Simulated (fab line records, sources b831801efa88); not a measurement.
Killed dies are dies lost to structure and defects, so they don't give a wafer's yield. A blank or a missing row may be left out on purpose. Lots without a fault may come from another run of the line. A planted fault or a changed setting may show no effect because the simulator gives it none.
One fault seen from 2 desks | flow sky130 | each desk has only its own numbers; what lay behind them comes last

THE METROLOGY DESK
What the gauges read, lot by lot, whatever tool the lot ran on: means of the sampled wafers that have a number. A lot is out of limits, marked OUT, if its mean lies more than 4 standard deviations from the usual mean; the brackets give that distance.
Columns: A = cd_nm at SKY_VIA1_CD_MEAS_12, usual 149.7 nm; B = VIA4_W_RS at SKY_VIA4_RS_MEAS_19, usual 0.2281 ohm/sq; C = VIA4_W_THK at SKY_VIA4_THK_MEAS_20, usual 493 nm
lot  | first seen here | A     | B                 | C
L901 | day 34 21:55    | 152.5 | 0.2263            | 489
L902 | day 35 03:36    | 149.5 | 0.2256            | 492
L903 | day 35 10:03    | 151.7 | 0.2280            | 490
L906 | day 36 12:04    | 152.3 | 0.2039 (-9.0) OUT | 550 (+5.7) OUT
L907 | day 36 15:47    | 149.9 | 0.2029 (-9.3) OUT | 556 (+6.2) OUT
L916 | day 39 20:13    | 151.8 | 0.2282            | 491
L917 | day 39 22:01    | 146.6 | 0.2307            | 483
L918 | day 40 05:13    | 149.7 | 0.2291            | 487
L919 | day 40 12:46    | 149.9 | 0.2248            | 510
L920 | day 40 21:49    | 148.8 | 0.2284            | 489
L921 | day 41 01:16    | 151.0 | 0.2259            | 493
This desk's finding: out of limits on L906, L907; first on L906, day 44 23:55 (VIA4_W_RS at SKY_VIA4_RS_MEAS_19). In limits: L901, L902, L903, L916, L917, L918, L919, L920, L921.

THE TOOL OWNER'S DESK: cvd_w-02
The tool's own readings at SKY_VIA4_CVD_18 (deposits W, target thk 505 nm, time 152.14 s): means of the sampled wafers that have a number, for each lot that ran on this tool. A lot is out of limits, marked OUT, if its mean lies more than 4 standard deviations from the usual mean; the brackets give that distance.
Columns: A = heater_power_w at SKY_VIA4_CVD_18, usual 886 W
lot  | first seen here | A
L902 | day 43 21:13    | 892
L903 | day 44 01:46    | 958
L906 | day 44 23:46    | 928
L907 | day 45 04:55    | 1006
L916 | day 47 17:34    | 969
L917 | day 47 19:39    | 915
L918 | day 48 03:04    | 907
L920 | day 48 13:34    | 960
L921 | day 48 16:11    | 960
This desk's finding: nothing out of limits on any of the 9 lots.

PUT TOGETHER
The metrology desk could have raised an alarm at day 44 23:55, on L906, L907.
The tool owner's desk saw nothing out of limits.
The tool owner's desk has L906, L907 on record, within its limits.
Of the lots named, all ran SKY_VIA4_CVD_18 on cvd_w-02.

WHAT THE SIMULATOR HAD PUT IN
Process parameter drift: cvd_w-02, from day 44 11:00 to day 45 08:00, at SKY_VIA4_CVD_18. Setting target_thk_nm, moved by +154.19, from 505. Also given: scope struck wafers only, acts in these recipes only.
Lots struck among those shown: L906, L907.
Hours from the fault's start to each desk's first reading out of limits: the metrology desk, 13.
